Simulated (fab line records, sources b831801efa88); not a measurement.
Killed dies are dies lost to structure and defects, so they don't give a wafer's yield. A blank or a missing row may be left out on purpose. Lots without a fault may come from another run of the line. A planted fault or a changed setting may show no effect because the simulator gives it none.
A struck lot beside a sound one | flow sfq_line | 41 steps out of a route of 325
Sound: wafers L175.4, L175.5, L175.6. Struck: wafer L194.5. (L194.2, L194.4 of the same lot were not struck and are left out.) The cause comes at the end.
At each step with rows: each side's tool, then ch and its chambers, then its first start. Under that, the readings that differ: sound wafers | struck wafers | difference of the means | sigmas: that difference in standard deviations of wafers without a fault.
alike: readings whose means differ by less than 2 such deviations, and words and numbers that are the same on both sides. not compared: withheld readings, readings that some wafer has no value for, bounds like >300 that may hide the same value, and numbers for which the record gives no deviation and whose values overlap.
The two part at a step that has a row with sigmas, a row that says differs or no value, or rows on one side only. Numbers that don't overlap but have no deviation are shown without sigmas and don't part them. A reading that every wafer of one side lacks parts them only if that side has two wafers or more.

first, 6 steps without rows for these wafers: SFQ_TRILAYER_C5_LITHO_COAT_156 (resist thk 62 nm); SFQ_TRILAYER_C5_LITHO_COAT_151 (resist thk 650 nm); SFQ_TRILAYER_C5_LITHO_SOFTBAKE_155; SFQ_TRILAYER_C5_LITHO_EXPOSE_152 (exposes mask C5, target cd 500 nm); SFQ_TRILAYER_C5_LITHO_PEB_154 (peb time 60 s); SFQ_TRILAYER_C5_LITHO_DEVELOP_153 (time 60 s).
SFQ_C5_OVL_MEAS_937:
  sound on overlay-01, day 53 23:41; struck on overlay-01, day 63 12:32
  alike: C5_OVL
SFQ_TRILAYER_C5_BARC_OPEN_VIA_ETCH_210: etches BARC in O2, target depth 125 nm, time 41.7 s.
  sound on rie_diel-02 ch 0,1,2, day 53 23:42; struck on rie_diel-03 ch 3, day 63 12:34
  alike: bias_w, drypump_motor_current_A, oes_product_au
  not compared: rf_hours_counter_h
then, 1 step without rows for these wafers: SFQ_TRILAYER_C5_ETCH_VIA_ETCH_154 (etches SiO2 in CHF3, stops on Nb, target depth 84 nm).
SFQ_TRILAYER_C5_STRIP_STRIP_155: strips in O2.
  sound on rie_metal-03 ch 0,1, day 53 23:59; struck on rie_metal-02 ch 0, day 63 12:40
  alike: drypump_motor_current_A, oes_product_au
  not compared: rf_hours_counter_h
then, 2 steps without rows for these wafers: SFQ_TRILAYER_C5_STRIP_SOLV_CLEAN_156 (cleans in NMP, time 600 s); SFQ_TRILAYER_M6_DEP_PRE_CLEAN_158 (time 22.5 s).
SFQ_TRILAYER_M6_DEP_SPUTTER_157: material Nb, target thk 200 nm, time 133.3 s.
  sound on pvd_sputter-05, day 54 00:49; struck on pvd_sputter-03, day 63 13:29
  reading                                             | sound                | struck | difference | sigmas
  cathode_dc_power_W (W)                              | 1999.9 2000.4 1999.5 | 1601.6 | -398.3     | -99 or more
  model.Nb_of_TRILAYER_M6_DEP_SPUTTER_157.thk_nm (nm) | 199.1 197.1 196.1    | 164.3  | -33.1      |
  alike: chamber_pressure_pa, throttle_valve_pct
SFQ_M6_RS_MEAS_938: measures by four-point-probe.
  sound on film_metro-02, day 54 00:55; struck on film_metro-03, day 63 13:53
  reading           | sound             | struck | difference | sigmas
  M6_NB_RS (ohm/sq) | 0.891 0.901 0.904 | 1.084  | +0.185     | +19
  not compared: hold
then, 5 steps without rows for these wafers: SFQ_TRILAYER_M6_LITHO_COAT_159 (resist thk 600 nm); SFQ_TRILAYER_M6_LITHO_SOFTBAKE_163; SFQ_TRILAYER_M6_LITHO_EXPOSE_160 (exposes mask M6, target cd 500 nm); SFQ_TRILAYER_M6_LITHO_PEB_162 (peb time 60 s); SFQ_TRILAYER_M6_LITHO_DEVELOP_161 (time 60 s).
SFQ_M6_OVL_MEAS_940:
  sound on overlay-01, day 54 03:26; struck on overlay-02, day 63 23:40
  alike: M6_OVL
SFQ_TRILAYER_M6_BARC_OPEN_METAL_ETCH_206: etches BARC in O2, target depth 125 nm, time 41.7 s.
  sound on rie_metal-03 ch 0,1, day 54 03:28; struck on rie_metal-03 ch 0, day 64 00:03
  reading    | sound             | struck | difference | sigmas
  bias_w (W) | 80.11 79.88 80.20 | 79.47  | -0.59      | -2
  alike: drypump_motor_current_A, oes_product_au
  not compared: rf_hours_counter_h
SFQ_TRILAYER_M6_ETCH_METAL_ETCH_162: etches Nb in Cl2/Ar, stops on SiO2, target depth 240 nm, time 120 s.
  sound on rie_metal-03 ch 0,1, day 54 03:33; struck on rie_metal-03 ch 0, day 64 00:11
  reading               | sound             | struck | difference | sigmas
  oes_product_au (a.u.) | 0.893 0.889 0.877 | 0.801  | -0.085     | -11
  alike: bias_w, drypump_motor_current_A
  not compared: rf_hours_counter_h
then, 4 steps without rows for these wafers: SFQ_TRILAYER_M6_STRIP_STRIP_163 (strips in O2); SFQ_TRILAYER_M6_STRIP_SOLV_CLEAN_164 (cleans in NMP, time 600 s); SFQ_TRILAYER_I6_DEP_PECVD_165 (deposits SiO2 from SiH4/N2O, time 111.11 s, target thk 500 nm); SFQ_TRILAYER_I6_CMP_CMP_166 (polishes SiO2).
SFQ_I6_BOW_MEAS_941:
  sound on film_metro-01, day 54 07:33; struck on film_metro-04, day 64 06:18
  alike: I6_BOW
SFQ_TRILAYER_I6_METRO_MEASURE_167:
  sound on film_metro-01, day 54 08:13; struck on film_metro-04, day 64 06:36
  alike: thk_nm
then, 6 steps without rows for these wafers: SFQ_TRILAYER_I6_VIA_LITHO_COAT_174 (resist thk 62 nm); SFQ_TRILAYER_I6_VIA_LITHO_COAT_169 (resist thk 650 nm); SFQ_TRILAYER_I6_VIA_LITHO_SOFTBAKE_173; SFQ_TRILAYER_I6_VIA_LITHO_EXPOSE_170 (exposes mask I6, target cd 700 nm); SFQ_TRILAYER_I6_VIA_LITHO_PEB_172 (peb time 60 s); SFQ_TRILAYER_I6_VIA_LITHO_DEVELOP_171 (time 60 s).
-- the record jumps here: 4 days lie between the struck wafers' starts before and after --
SFQ_I6_OVL_MEAS_942:
  sound on overlay-01, day 59 15:33; struck on overlay-01, day 68 12:53
  alike: I6_OVL
then, 1 step without rows for these wafers: SFQ_TRILAYER_I6_VIA_BARC_OPEN_VIA_ETCH_235 (etches BARC in O2, target depth 125 nm, time 41.7 s).
SFQ_TRILAYER_I6_VIA_ETCH_VIA_ETCH_172: etches SiO2 in CHF3, stops on Nb, target depth 260 nm.
  sound on rie_diel-02 ch 0,2,3, day 59 15:37; struck on rie_diel-03 ch 2, day 68 12:57
  alike: bias_w, drypump_motor_current_A, oes_product_au
then, 3 steps without rows for these wafers: SFQ_TRILAYER_I6_VIA_STRIP_STRIP_173 (strips in O2); SFQ_TRILAYER_I6_VIA_STRIP_SOLV_CLEAN_174 (cleans in NMP, time 600 s); SFQ_TRILAYER_M7_DEP_PRE_CLEAN_176 (time 22.5 s).
-- the record jumps here: 8 days lie between the struck wafers' starts before and after --
SFQ_M8_BOW_MEAS_951:
  sound on film_metro-02, day 69 18:26; struck on film_metro-02, day 76 04:40
  reading                 | sound                | struck | difference | sigmas
  model.etest.m6.ohm_um   | 1.79 1.808 1.829     | 2.17   | +0.36      |
  model.etest.i5.link_ohm | 2.245 2.273 2.269    | 2.518  | +0.256     |
  model.etest.c5.link_ohm | 7.902 8.02 8.011     | 8.286  | +0.308     |
  model.etest.i6.link_ohm | 1.865 1.875 1.881    | 2.081  | +0.207     |
  model.etest.m6.ohm_sq   | 0.8936 0.9025 0.9074 | 1.083  | +0.182     |
  alike: M8_BOW

WHERE THEY PART
First at SFQ_TRILAYER_M6_DEP_SPUTTER_157; last, within this record, at SFQ_TRILAYER_M6_ETCH_METAL_ETCH_162. Later steps at which nothing parts them and some readings are alike: SFQ_I6_BOW_MEAS_941, SFQ_TRILAYER_I6_METRO_MEASURE_167, SFQ_I6_OVL_MEAS_942, SFQ_TRILAYER_I6_VIA_ETCH_VIA_ETCH_172, SFQ_M8_BOW_MEAS_951.

WHY: what the simulator had put in
Process parameter drift: pvd_sputter-03, from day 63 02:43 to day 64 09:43, at SFQ_TRILAYER_M6_DEP_SPUTTER_157. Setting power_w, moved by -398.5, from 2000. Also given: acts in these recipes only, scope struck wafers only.
